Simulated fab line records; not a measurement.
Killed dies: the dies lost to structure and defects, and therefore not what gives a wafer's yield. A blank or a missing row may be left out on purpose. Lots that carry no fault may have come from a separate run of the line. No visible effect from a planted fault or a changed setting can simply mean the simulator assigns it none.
What tool caused it?	flow gf180mcu	11 lots with 32 wafers sampled at 6 steps, on a route of 602 steps

WHAT EACH GAUGE READ, for each wafer
GF_MVPSD_TW_MEAS_11. Usual: MVPSD_TW 553, standard deviation 6.9.
lot	measured	on	MVPSD_TW	flag
L546	day 5 04:19	filmMetro-04	560 562 560	
L549	day 5 23:00	filmMetro-01	548 549 545	
L551	day 6 03:07	filmMetro-03	546 545 546	
L553	day 6 23:20	filmMetro-01	553 550	
L558	day 8 01:41	filmMetro-04	560 555 561	
L559	day 8 07:18	filmMetro-04	561 560 556	
L562	day 8 23:04	filmMetro-04	558 560 557	
L568	day 10 13:06	filmMetro-03	545 548 545	
L569	day 10 19:28	filmMetro-04	567 565 563	

WHICH TOOL RAN EACH LOT (tool, then ch and the chambers of the sampled wafers, then the start)
lot	GF_STI_ETCH_13	GF_STI_ETCH_14	GF_STI_STRIP_15	GF_LVPWELL_STRIP_10	GF_MVPSD_STRIP_10
L546	rieDiel-03 ch 0,1,3, day 2 01:32	rieSi-01 ch 2,3, day 2 01:37	plasmaAsher-03 ch 0,1, day 2 01:41	plasmaAsher-04 ch 0,1, day 4 01:17	plasmaAsher-04 ch 0,1, day 5 04:12
L549	rieDiel-02 ch 0,1,2, day 2 21:07	rieSi-02 ch 0,1, day 2 21:11	plasmaAsher-03 ch 0,1, day 2 21:16	plasmaAsher-03 ch 0,1, day 4 18:50	plasmaAsher-01 ch 0,1, day 5 22:53
L551	rieDiel-03 ch 1,2, day 3 02:49	rieSi-02 ch 0,2,3, day 3 02:53	plasmaAsher-03 ch 0,1, day 3 03:00	plasmaAsher-03 ch 0,1, day 4 23:07	plasmaAsher-01 ch 0,1, day 6 03:01
L553	rieDiel-03 ch 1,2, day 3 14:23	rieSi-02 ch 2,3, day 3 14:28	plasmaAsher-02 ch 0,1, day 3 14:32	plasmaAsher-03 ch 0,1, day 5 17:02	plasmaAsher-02 ch 0, day 6 23:14
L558	rieDiel-01 ch 1,2,3, day 4 15:49	rieSi-01 ch 1,2, day 4 15:53	plasmaAsher-01 ch 0,1, day 4 15:58	plasmaAsher-01 ch 0,1, day 6 16:47	plasmaAsher-01 ch 0,1, day 8 01:35
L559	rieDiel-01 ch 2,3, day 4 21:29	rieSi-02 ch 0,3, day 4 21:34	plasmaAsher-01 ch 0,1, day 4 21:38	plasmaAsher-04 ch 0,1, day 6 22:08	plasmaAsher-01 ch 0,1, day 8 07:11
L562	rieDiel-01 ch 1,2, day 5 11:58	rieSi-02 ch 0,1,2, day 5 12:02	plasmaAsher-01 ch 0,1, day 5 12:09	plasmaAsher-04 ch 0,1, day 7 13:43	plasmaAsher-02 ch 0,1, day 8 22:58
L566	rieDiel-01 ch 0,2,3, day 6 08:02	rieSi-02 ch 0,2, day 6 08:07	plasmaAsher-01 ch 0,1, day 6 08:11	-	-
L567	rieDiel-01 ch 0,2,3, day 6 13:56	rieSi-02 ch 0,2,3, day 6 14:01	plasmaAsher-03 ch 0,1, day 6 14:05	-	-
L568	rieDiel-03 ch 0,1,2, day 6 19:35	rieSi-02 ch 0,2,3, day 6 19:40	plasmaAsher-03 ch 0,1, day 6 19:44	plasmaAsher-01 ch 0,1, day 9 01:17	plasmaAsher-02 ch 0,1, day 10 12:59
L569	rieDiel-03 ch 0,1,2, day 6 23:37	rieSi-01 ch 0,1,3, day 6 23:41	plasmaAsher-01 ch 0,1, day 6 23:48	plasmaAsher-03 ch 0,1, day 9 07:16	plasmaAsher-02 ch 0,1, day 10 19:23
- GF_STI_ETCH_13: etches the open film in CHF3/O2, stops on Si, target depth 282.31 nm, time 112.9 s.
- GF_STI_ETCH_14: etches Si in HBr/Cl2/O2, target depth 360 nm, time 102.9 s.
- GF_STI_STRIP_15: strips in O2/N2.
- GF_LVPWELL_STRIP_10: strips in O2/N2.
- GF_MVPSD_STRIP_10: strips in O2/N2.

AS READ BY THE TOOLS THEMSELVES (means over the sampled wafers that have a number; for cases with no such wafer, the mark the record gives instead)
GF_STI_ETCH_13. Usual: O2_flow_sccm 4.999 sccm, standard deviation 0.014; chf3FlowSccm 50.00 sccm, standard deviation 0.15; drypumpMotorCurrentA 5.8 A, standard deviation 0.36; oesProductAu 0.835 a.u., standard deviation 0.0062; throttleValvePct 8.811 %, standard deviation 0.0091.
lot	tool	O2_flow_sccm (sccm)	chf3FlowSccm (sccm)	drypumpMotorCurrentA (A)	oesProductAu (a.u.)	throttleValvePct (%)	flag
L546	rieDiel-03	4.987	50.09	5.7	0.832	8.810	
L549	rieDiel-02	5.003	50.03	5.6	0.841	8.817	
L551	rieDiel-03	5.000	49.91	6.0	0.825	8.813	
L553	rieDiel-03	5.008	50.19	5.9	0.839	8.806	
L558	rieDiel-01	4.992	50.10	5.8	0.835	8.806	
L559	rieDiel-01	4.989	49.88	6.2	0.845	8.812	
L562	rieDiel-01	5.003	49.96	5.8	0.840	8.813	
L566	rieDiel-01	5.000	49.87	6.0	0.823	8.803	
L567	rieDiel-01	5.001	49.91	5.9	0.823	8.815	
L568	rieDiel-03	4.998	49.95	5.8	0.834	8.810	
L569	rieDiel-03	5.000	50.05	5.7	0.831	8.809	

GF_STI_ETCH_14. Usual: O2_flow_sccm 6.003 sccm, standard deviation 0.019; drypumpMotorCurrentA 5.68 A, standard deviation 0.26; oesProductAu 1.008 a.u., standard deviation 0.013; throttleValvePct 25.652 %, standard deviation 0.012.
lot	tool	O2_flow_sccm (sccm)	drypumpMotorCurrentA (A)	oesProductAu (a.u.)	throttleValvePct (%)	flag
L546	rieSi-01	6.010	5.77	1.001	25.647	
L549	rieSi-02	6.001	5.45	1.010	25.651	
L551	rieSi-02	5.996	5.66	1.009	25.652	
L553	rieSi-02	5.986	5.56	1.009	25.660	
L558	rieSi-01	6.016	5.92	1.010	25.647	
L559	rieSi-02	5.993	5.70	1.003	25.652	
L562	rieSi-02	5.983	5.62	1.008	25.643	
L566	rieSi-02	6.003	5.84	0.437	26.035	OFF
L567	rieSi-02	6.004	5.66	0.384	26.070	OFF
L568	rieSi-02	6.014	5.66	1.000	25.662	
L569	rieSi-01	6.013	5.77	1.002	25.654	

GF_STI_STRIP_15. Usual: drypumpMotorCurrentA 5.7 A, standard deviation 0.34; heaterPowerW 335 W, standard deviation 14; oesProductAu 0.383 a.u., standard deviation 0.0051; stripTimeToEndpointS 3.72 s, standard deviation 0.059.
lot	tool	drypumpMotorCurrentA (A)	heaterPowerW (W)	oesProductAu (a.u.)	stripTimeToEndpointS (s)	flag
L546	plasmaAsher-03	5.8	334	0.385	3.73	
L549	plasmaAsher-03	5.8	339	0.390	3.74	
L551	plasmaAsher-03	5.8	341	0.382	3.70	
L553	plasmaAsher-02	5.9	345	0.375	3.63	
L558	plasmaAsher-01	5.4	338	0.381	3.73	
L559	plasmaAsher-01	5.4	332	0.378	3.71	
L562	plasmaAsher-01	5.5	331	0.384	3.77	
L566	plasmaAsher-01	5.5	326	0.413	4.42	OFF
L567	plasmaAsher-03	5.9	326	0.414	4.45	OFF
L568	plasmaAsher-03	5.9	325	0.380	3.70	
L569	plasmaAsher-01	5.5	326	0.381	3.68	

GF_LVPWELL_STRIP_10. Usual: drypumpMotorCurrentA 5.8 A, standard deviation 0.41; heaterPowerW 331 W, standard deviation 12; oesProductAu 0.723 a.u., standard deviation 0.0045; stripTimeToEndpointS 37.19 s, standard deviation 0.12.
lot	tool	drypumpMotorCurrentA (A)	heaterPowerW (W)	oesProductAu (a.u.)	stripTimeToEndpointS (s)	flag
L546	plasmaAsher-04	6.2	328	0.722	37.19	
L549	plasmaAsher-03	5.8	335	0.723	37.24	
L551	plasmaAsher-03	5.9	323	0.722	37.26	
L553	plasmaAsher-03	5.8	324	0.722	37.04	
L558	plasmaAsher-01	5.5	323	0.725	37.11	
L559	plasmaAsher-04	6.4	333	0.720	37.13	
L562	plasmaAsher-04	6.4	330	0.720	37.20	
L568	plasmaAsher-01	5.4	332	0.725	37.25	
L569	plasmaAsher-03	5.9	324	0.723	37.11	

GF_MVPSD_STRIP_10. Usual: drypumpMotorCurrentA 5.9 A, standard deviation 0.49; heaterPowerW 337 W, standard deviation 9.6; oesProductAu 0.723 a.u., standard deviation 0.0046; stripTimeToEndpointS 37.02 s, standard deviation 0.11.
lot	tool	drypumpMotorCurrentA (A)	heaterPowerW (W)	oesProductAu (a.u.)	stripTimeToEndpointS (s)	flag
L546	plasmaAsher-04	6.2	331	0.719	36.95	
L549	plasmaAsher-01	5.5	331	0.721	36.89	
L551	plasmaAsher-01	5.4	334	0.726	36.88	
L553	plasmaAsher-02	5.3	350	0.728	37.03	
L558	plasmaAsher-01	5.5	335	0.720	37.21	
L559	plasmaAsher-01	5.4	333	0.725	36.85	
L562	plasmaAsher-02	6.1	334	0.725	37.00	
L568	plasmaAsher-02	6.1	346	0.722	37.13	
L569	plasmaAsher-02	6.1	347	0.721	36.95	

THE ANSWER, worked out from the rows above alone
Rule: take the mean of a lot's wafers that have a number; if it is more than 3 standard deviations from the usual mean, the lot is off. A lot without any number at a reading at which 4 lots or more have one is off too. Any other lot the step has rows for is counted as sound. Order of review: gauges by route order, followed by the tools' own readings, for which a lot's mean as printed above is used. The first step at which some lot is off is used, and at that step the reading that is off furthest; a lot without a number counts as furthest.
Off, at GF_STI_ETCH_14 on oesProductAu: L566, L567.
If a tool, at that step or one of the process steps before it, ran each lot that is off and ran no sound lot following the first of them, it fits. One fits: GF_STI_ETCH_13 on rieDiel-01. A fault onset in the window from L562 (day 5 11:58, its last sound lot) to L566 (day 6 08:02, its first lot off) fits.

WHAT WAS PUT IN BY THE SIMULATOR
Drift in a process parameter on rieDiel-01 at GF_STI_ETCH_13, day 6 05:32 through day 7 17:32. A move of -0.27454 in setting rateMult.
Struck lots among those shown: L566, L567. The rule given above showed the same thing.
